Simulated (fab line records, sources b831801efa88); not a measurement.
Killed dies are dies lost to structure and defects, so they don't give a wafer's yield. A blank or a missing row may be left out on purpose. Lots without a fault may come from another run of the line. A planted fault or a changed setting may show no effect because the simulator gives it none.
A struck lot beside a sound one | flow sky130 | 15 steps out of a route of 708
Sound: wafers L751.1, L751.2, L751.4. Struck: wafers L754.2, L754.4, L754.5. The cause comes at the end.
At each step with rows: each side's tool, then ch and its chambers, then its first start. Under that, the readings that differ: sound wafers | struck wafers | difference of the means | sigmas: that difference in standard deviations of wafers without a fault.
alike: readings whose means differ by less than 2 such deviations, and words and numbers that are the same on both sides. not compared: withheld readings, readings that some wafer has no value for, bounds like >300 that may hide the same value, and numbers for which the record gives no deviation and whose values overlap.
The two part at a step that has a row with sigmas, a row that says differs or no value, or rows on one side only. Numbers that don't overlap but have no deviation are shown without sigmas and don't part them. A reading that every wafer of one side lacks parts them only if that side has two wafers or more.

first, 6 steps without rows for these wafers: SKY_VIA4_HMDS_05 (prime time 60 s); SKY_VIA4_COAT_06 (resist thk 1140 nm); SKY_VIA4_SOFTBAKE_07 (time 60 s); SKY_VIA4_EXPOSE_08 (exposes mask VIM4, target cd 800 nm); SKY_VIA4_PEB_09; SKY_VIA4_DEVELOP_10 (develop time 60 s).
SKY_VIA4_OVL_MEAS_11:
  sound on overlay-02, day 42 22:41; struck on overlay-01, day 43 22:32
  reading       | sound       | struck       | difference | sigmas
  VIA4_OVL (nm) | 3.1 3.9 2.6 | 1.3 -0.2 0.1 | -2.8       | -2
SKY_VIA4_ETCH_12: etches SiO2 in C4F8/O2/Ar, stops on TiN, target depth 580 nm.
  sound on rie_diel-04 ch 0,1, day 42 22:43; struck on rie_diel-03 ch 0,1, day 43 22:34
  alike: oes_product_au, rf_fwd_power_W
SKY_VIA4_STRIP_13: strips in O2/N2.
  sound on plasma_asher-03 ch 0,1, day 42 22:47; struck on plasma_asher-03 ch 0,1, day 43 22:38
  alike: drypump_motor_current_A, oes_product_au, strip_time_to_endpoint_s
  not compared: rf_hours_counter_h
then, 3 steps without rows for these wafers: SKY_VIA4_STRIP_14 (strips in post etch residue remover, time 1200 s); SKY_VIA4_CLEAN_15 (cleans in IPA, time 180 s); SKY_VIA4_CLEAN_16 (cleans in O3/DIW).
SKY_VIA4_SPUTTER_17: material TiN, target thk 20 nm, time 80 s.
  sound on pvd_sputter-01, day 42 23:25; struck on pvd_sputter-01, day 43 23:20
  reading                                  | sound             | struck            | difference | sigmas
  model.TiN_of_VIA4_SPUTTER_17.thk_nm (nm) | 19.62 19.89 19.88 | 35.23 35.32 35.17 | +15.44     |
  alike: throttle_valve_pct
SKY_VIA4_CVD_18: deposits W, target thk 505 nm, time 152.14 s.
  sound on cvd_w-01 ch 0,1, day 42 23:28; struck on cvd_w-01 ch 0,1, day 43 23:24
  alike: heater_power_w
-- the record jumps here: 3 days lie between the struck wafers' starts before and after (it left off in module VIA4 and takes up again in module PAD_OPEN, whose first step shown is number 708 of the route) --
SKY_PAD_OPEN_PROBE_99:
  sound on prober-02, day 45 22:47; struck on prober-01, day 46 20:44
  reading                  | sound          | struck         | difference | sigmas
  defect_limited_yield (%) | 86.0 83.1 86.4 | 80.3 80.3 80.5 | -4.8       | -3
  killed_at_M0_to_M3       | 32 52 36       | 49 52 57       | +13        | +2
  killed_dies              | 69 83 67       | 97 97 96       | +24        | +3
  killed_open              | 39 49 34       | 59 54 56       | +16        | +2
  sort_n_pass              | 423 409 425    | 395 395 396    | -24        | -3
  sort_yield_pct (%)       | 86.0 83.1 86.4 | 80.3 80.3 80.5 | -4.8       | -3
  alike: killed_at_M4_up, killed_at_contacts, killed_at_front_end, killed_at_other, killed_short, sort_bin_3_pad_short, sort_bin_5_function, sort_bin_6_memory

WHERE THEY PART
First at SKY_VIA4_OVL_MEAS_11; last, within this record, at SKY_PAD_OPEN_PROBE_99.

WHY: what the simulator had put in
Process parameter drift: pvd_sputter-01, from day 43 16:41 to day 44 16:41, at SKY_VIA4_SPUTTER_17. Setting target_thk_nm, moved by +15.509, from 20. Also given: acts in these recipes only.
